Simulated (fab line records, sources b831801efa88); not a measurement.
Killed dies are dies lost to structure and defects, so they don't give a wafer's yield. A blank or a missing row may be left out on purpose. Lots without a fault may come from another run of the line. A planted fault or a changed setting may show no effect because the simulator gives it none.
Chamber matching | flow sky130 | SKY_FIELD_ISO_CMP_27 on cmp-01: 4 sister chambers
The step polishes, stops on Si3N4, t overpolish 16 s, target thk 457.8 nm. 8 wafers are shown with their chamber, then 7 later ones without.

WAFERS WITH THEIR CHAMBER
wafer  | chamber | motor_current_A (A) | time_to_endpoint_s (s)
L302.2 | 0       | 13.8                | 107
L303.1 | 1       | 13.9                | 115
L303.4 | 0       | 13.4                | 108
L304.1 | 3       | 12.3                | 110
L304.2 | 2       | 13.3                | 113
L304.6 | 1       | 13.8                | 110
L308.2 | 3       | 12.3                | 113
L308.3 | 2       | 12.9                | 119

WAFERS WITHOUT THEIR CHAMBER
wafer  | motor_current_A (A) | time_to_endpoint_s (s)
L308.4 | 14.1                | 114
L319.1 | 12.9                | 113
L319.5 | 14.2                | 102
L319.6 | 14.3                | 110
L320.4 | 12.0                | 118
L320.5 | 13.5                | 112
L320.6 | 12.7                | 115

WHICH CHAMBER EACH WENT THROUGH
wafer  | from the rows above          | in truth
L308.4 | can't be placed: 1 or 0      | 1
L319.1 | can't be placed: 2 or 3      | 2
L319.5 | can't be placed: 0 or 1      | 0
L319.6 | can't be placed: 1 or 0      | 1
L320.4 | 3                            | 3
L320.5 | can't be placed: 0 or 1 or 2 | 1
L320.6 | can't be placed: 2 or 3      | 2
Placed correctly: 1 of 7. Can't be placed from these rows: 6 (the true chamber is among the candidates in 6). Placed wrongly: 0.
How it was worked out, from the rows above alone: a wafer's distance from a chamber is the root of the sum, over the readings, of the square of ((its reading less the chamber's mean) divided by the reading's scatter). The wafer belongs to the nearest chamber; if the next one is less than 2 further off, it can't be placed. A chamber's mean is the mean of its shown wafers. The scatter: the root of (the sum of the squares of (reading less its chamber's mean) over the shown wafers, divided by (wafers less chambers)).
